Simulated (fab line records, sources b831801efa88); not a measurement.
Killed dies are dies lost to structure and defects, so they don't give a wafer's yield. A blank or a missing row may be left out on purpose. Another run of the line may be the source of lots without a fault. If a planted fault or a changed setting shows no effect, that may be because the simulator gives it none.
Which tool is to blame? :: flow gf180mcu :: 11 lots, 33 wafers sampled, at 3 steps of a route of 602

WHAT THE GAUGES READ, wafer by wafer
GF_CONTACT_RS_MEAS_25: measurement is done with a four-point probe.
lot: L392
measured: day 16 01:33
on: film metro-01
CONTACT_W_RS (ohm/sq): 0.382 0.383 0.386

lot: L395
measured: day 17 01:49
on: film metro-01
CONTACT_W_RS (ohm/sq): 0.371 0.374 0.384

lot: L398
measured: day 18 11:13
on: film metro-04
CONTACT_W_RS (ohm/sq): 0.382 0.379 0.375

lot: L401
measured: day 19 14:13
on: film metro-02
CONTACT_W_RS (ohm/sq): 0.387 0.382 0.383

lot: L403
measured: day 20 05:47
on: film metro-04
CONTACT_W_RS (ohm/sq): 0.387 0.388 0.385

lot: L406
measured: day 21 09:17
on: film metro-02
CONTACT_W_RS (ohm/sq): 0.473 0.380 0.470 0.474 0.380 0.470

lot: L407
measured: day 21 12:51
on: film metro-02
CONTACT_W_RS (ohm/sq): 0.377 0.382 0.474 0.378 0.381 0.474

lot: L412
measured: day 22 22:34
on: film metro-01
CONTACT_W_RS (ohm/sq): 0.381 0.384 0.383

lot: L413
measured: day 23 07:37
on: film metro-01
CONTACT_W_RS (ohm/sq): 0.383 0.384 0.381

lot: L414
measured: day 23 16:39
on: film metro-01
CONTACT_W_RS (ohm/sq): 0.388 0.386 0.386

lot: L415
measured: day 23 21:03
on: film metro-02
CONTACT_W_RS (ohm/sq): 0.382 0.381 0.375

WHICH TOOL RAN EACH LOT (tool, then ch and the chambers of the sampled wafers, then the start)
lot: L392
GF_SAB_STRIP_13: plasma asher-04 ch 0,1, day 15 02:00
GF_CONTACT_CVD_24: cvd w-01 ch 0,1, day 16 01:27

lot: L395
GF_SAB_STRIP_13: plasma asher-04 ch 0, day 16 02:23
GF_CONTACT_CVD_24: cvd w-02 ch 0,1, day 17 01:42

lot: L398
GF_SAB_STRIP_13: plasma asher-03 ch 0,1, day 17 09:46
GF_CONTACT_CVD_24: cvd w-02 ch 0,1, day 18 11:07

lot: L401
GF_SAB_STRIP_13: plasma asher-03 ch 0,1, day 18 11:19
GF_CONTACT_CVD_24: cvd w-01 ch 1, day 19 14:06

lot: L403
GF_SAB_STRIP_13: plasma asher-04 ch 0,1, day 19 02:41
GF_CONTACT_CVD_24: cvd w-01 ch 0,1, day 20 05:41

lot: L406
GF_SAB_STRIP_13: plasma asher-04 ch 0,1, day 20 05:52
GF_CONTACT_CVD_24: cvd w-02 ch 0,1, day 21 09:10

lot: L407
GF_SAB_STRIP_13: plasma asher-02 ch 0,1, day 20 09:53
GF_CONTACT_CVD_24: cvd w-02 ch 0,1, day 21 12:45

lot: L412
GF_SAB_STRIP_13: plasma asher-03 ch 0,1, day 21 20:53
GF_CONTACT_CVD_24: cvd w-01 ch 0,1, day 22 22:27

lot: L413
GF_SAB_STRIP_13: plasma asher-03 ch 0,1, day 22 06:05
GF_CONTACT_CVD_24: cvd w-01 ch 0,1, day 23 07:29

lot: L414
GF_SAB_STRIP_13: plasma asher-02 ch 0,1, day 22 15:29
GF_CONTACT_CVD_24: cvd w-01 ch 0,1, day 23 16:33

lot: L415
GF_SAB_STRIP_13: plasma asher-02 ch 0,1, day 22 20:17
GF_CONTACT_CVD_24: cvd w-01 ch 0,1, day 23 20:55
- GF_SAB_STRIP_13: strips in O2/N2.
- GF_CONTACT_CVD_24: deposits W, target thk 300 nm, time 90.339 s.

THE ANSWER, worked out from the rows above alone
Rule: usual is defined by the lots themselves. The widest of any qualifying gaps counts: lots, ordered by their means at a reading, are off when they make up no more than a third of the lots, leave a main group of 4 or more, and stand apart from it by 3 or more times the standard deviation of that group's means. A main group whose means are all the same, to the digits that the tables above print for the reading, isn't used. Also off: a lot with no number at a reading for which 4 or more lots have one. Any other lot the step has rows for is counted as sound.
Off: at GF_CONTACT_RS_MEAS_25 (CONTACT_W_RS), L406, L407. Main group: mean 0.382 ohm/sq, sd 0.0033.
A tool fits if, at a process step before that reading, it ran every lot that is off, and no sound lot after the first of them. The gauges at GF_CONTACT_RS_MEAS_25 are tried like those tools. One candidate fits, namely cvd w-02 at GF_CONTACT_CVD_24. A fault onset in the window from L398 (day 18 11:07, its last sound lot) to L406 (day 21 09:10, its first lot off) fits.

WHAT HAD BEEN PUT IN BY THE SIMULATOR
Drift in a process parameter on cvd w-02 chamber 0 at GF_CONTACT_CVD_24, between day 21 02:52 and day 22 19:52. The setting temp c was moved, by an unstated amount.
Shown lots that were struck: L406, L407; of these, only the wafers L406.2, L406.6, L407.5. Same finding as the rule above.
